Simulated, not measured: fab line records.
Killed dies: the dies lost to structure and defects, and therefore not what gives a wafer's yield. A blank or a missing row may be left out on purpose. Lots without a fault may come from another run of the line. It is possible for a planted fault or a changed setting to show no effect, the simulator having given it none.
Comparing a struck lot with a sound one ; flow sky130 ; 17 out of 708 route steps
Sound: the wafers L815.3, L815.4, L815.5. Wafers struck: L823.2, L823.5, L823.6. At the end, the cause is stated.
At each step with rows: each side's tool, then ch and its chambers, then its first start. Under that, the readings that differ: sound wafers ; struck wafers ; difference of the means ; sigmas: that difference in standard deviations of wafers without a fault.
alike: a reading whose means differ by less than 2 such deviations, as well as words and numbers matching on both sides. not compared: withheld readings; readings where some wafer has no value; bounds like >300 that might hide an equal value; numbers whose values overlap and for which the record gives no deviation.
A row with sigmas, a row that says differs or no value, or rows on one side alone: a step with any of these is where the two part. Numbers that don't overlap but have no deviation are shown without sigmas and don't part them. A reading that every wafer of one side lacks parts them only if that side has two wafers or more.

first, 5 steps without rows for these wafers: SKY_FIELD_ISO_WET_ETCH_28 (etches SiO2 in dHF, target depth 23.7 nm, time 47 s); SKY_FIELD_ISO_WET_ETCH_29 (etches Si3N4 in H3PO4, target depth 160 nm, time 1825 s); SKY_FIELD_ISO_WET_ETCH_30 (etches SiO2 in dHF, target depth 25 nm, time 50 s); SKY_NWELL_CLEAN_00 (cleans in SC1/SC2, time 150 s); SKY_NWELL_OXIDATION_01 (stabilise 600 s, purge 300 s, target thk 10 nm).
SKY_NWELL_THK_MEAS_02:
  sound on film metro-04 at day 3 14:28; struck on film metro-01 at day 5 07:02
  alike: NWELL_OXIDATION_THK
then, 6 steps without rows for these wafers: SKY_DNWELL_DEHYDRATE_00 (time 60 s); SKY_DNWELL_HMDS_01 (prime time 60 s); SKY_DNWELL_COAT_02 (resist thk 3000 nm); SKY_DNWELL_SOFTBAKE_03; SKY_DNWELL_EXPOSE_04 (exposes mask DNM, target cd 3000 nm); SKY_DNWELL_PEB_05.
SKY_DNWELL_DEVELOP_06: develop time 60 s.
  struck on litho track-02, day 6 00:00; sound on litho track-02 ch 0, day 4 06:00
  no value came back on the struck wafers for chill plate temp C (C), develop time s (s); on the sound wafers chill plate temp C (C) reads 22.78 22.83 22.93
then, 1 step without rows for these wafers: SKY_DNWELL_IMPLANT_07.
SKY_DNWELL_STRIP_08: strips in O2/N2.
  sound on plasma asher-03 ch 0,1, day 4 07:12; struck on plasma asher-02 ch 0,1, day 6 00:40
  alike: drypump motor current A, o2 flow sccm, oes product au, strip time to endpoint s
  not compared: rf hours counter h
SKY_DNWELL_TW_MEAS_09:
  sound on film metro-04 at day 4 07:17; struck on film metro-01 at day 6 00:46
reading;sound;struck;difference;sigmas
DNWELL_TW;1119 1120 1123;30 30 30;-1091;-99 or more
then, 1 step without rows for these wafers: SKY_PWDE_DEHYDRATE_00 (time 60 s).

WHERE THEY PART
At SKY_DNWELL_DEVELOP_06 first; at SKY_DNWELL_TW_MEAS_09 last (within this record only).

WHY: what had been put in by the simulator
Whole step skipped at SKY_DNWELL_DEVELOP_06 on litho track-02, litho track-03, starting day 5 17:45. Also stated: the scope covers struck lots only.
